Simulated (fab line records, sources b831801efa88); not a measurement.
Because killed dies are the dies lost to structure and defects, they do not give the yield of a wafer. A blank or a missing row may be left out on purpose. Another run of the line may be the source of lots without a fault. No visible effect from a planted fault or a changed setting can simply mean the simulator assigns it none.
Problem report in the 8D (eight disciplines) form, filled by code | flow gf180mcu | the parts of the form that need people (team, actions taken, sign-off) are left out

== 1. THE ISSUE ==
GF_POLY_GATE_ETCH_12, rf_fwd_power_W: mean 296.5 W over 1 wafer from 1 lot; wafers with no fault: 495.5 W, standard deviation 1.6. So: -99 or more standard deviations from the usual mean.
The step: etches BARC in N2/H2.
The first sign was on wafer L589.2 at day 15 13:02, on rie_diel-02. The record holds 15 wafers of 5 lots with a number at this step. Rule for "out", or "out of limits": more than 4 standard deviations from the usual mean. All remaining wafers that have a number are taken as sound.

== 2. WHAT THIS IS AND IS NOT ==
question                    | is                | is not
which readings at this step | rf_fwd_power_W    | drypump_motor_current_A, oes_product_au, throttle_valve_pct
which lots                  | L589              | L577, L579, L590, L591
which wafers of those lots  | L589.2            | L589.4, L589.5
read on which tools         | rie_diel-02       | rie_diel-03
when                        | from day 15 13:02 | up to then (8 sound wafers); but 6 sound wafers of L590, L591 came after

== 3. WHAT RULES OUT EACH SUSPECT ==
Counting: a tool at a process step up to the reading stays a suspect if it ran every lot that is out. Sound lots after the first of them don't rule it out here, since some wafers of a struck lot are sound.
- rie_diel-02 at GF_POLY_GATE_ETCH_12 (etches BARC in N2/H2): kept. It ran the lot that is out, L589 (day 15 13:02); its last sound lot up to then is L579 (day 12 09:50). Its own rf_fwd_power_W readings are out on those wafers.
- In rie_diel-02 at GF_POLY_GATE_ETCH_12, the wafers that are out were processed in chamber 0 and their sound lot-mates in chambers 2, 3.
Left after counting: rie_diel-02 at GF_POLY_GATE_ETCH_12.

== 4. THE CAUSE (what the simulator had put in) ==
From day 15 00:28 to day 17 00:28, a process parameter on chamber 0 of rie_diel-02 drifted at GF_POLY_GATE_ETCH_12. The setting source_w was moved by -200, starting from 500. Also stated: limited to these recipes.
This tool alone remained once counting was done.

== 5. SEQUENCE OF EFFECTS, ordered by route ==
Rows list readings where the struck wafers' mean (over those with a number) sits beyond 3 standard deviations from the usual. Only readings for which the record gives a usual standard deviation are gone through. hours: the time from each lot's start at the first step in this table that gives one to its start at this step, as a median over the lots. sigmas: the change in usual standard deviations.
hours | step                 | reading        | usual   | on struck wafers | change | sigmas
0     | GF_POLY_GATE_ETCH_12 | rf_fwd_power_W | 495.5 W | 296.5            | -199.0 | -99 or more
The process steps in it:
- GF_POLY_GATE_ETCH_12: etches BARC in N2/H2.
At these later measuring or inspecting steps, every struck wafer for which the step has a row has a number for every such reading, and none has moved that far: GF_POLY_GATE_THK_MEAS_17, GF_POLY_GATE_CD_MEAS_18, GF_HV_LDD_CD_MEAS_07, GF_HV_LDD_OVL_MEAS_08, GF_HV_LDD_TW_MEAS_11, GF_HV_LDD_CD_MEAS_19, GF_HV_LDD_OVL_MEAS_20.

== 6. WHAT WOULD HAVE CAUGHT IT SOONER ==
13 hours passed between the start of the fault at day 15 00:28 and the first reading out of limits in this record, taken at day 15 13:02.
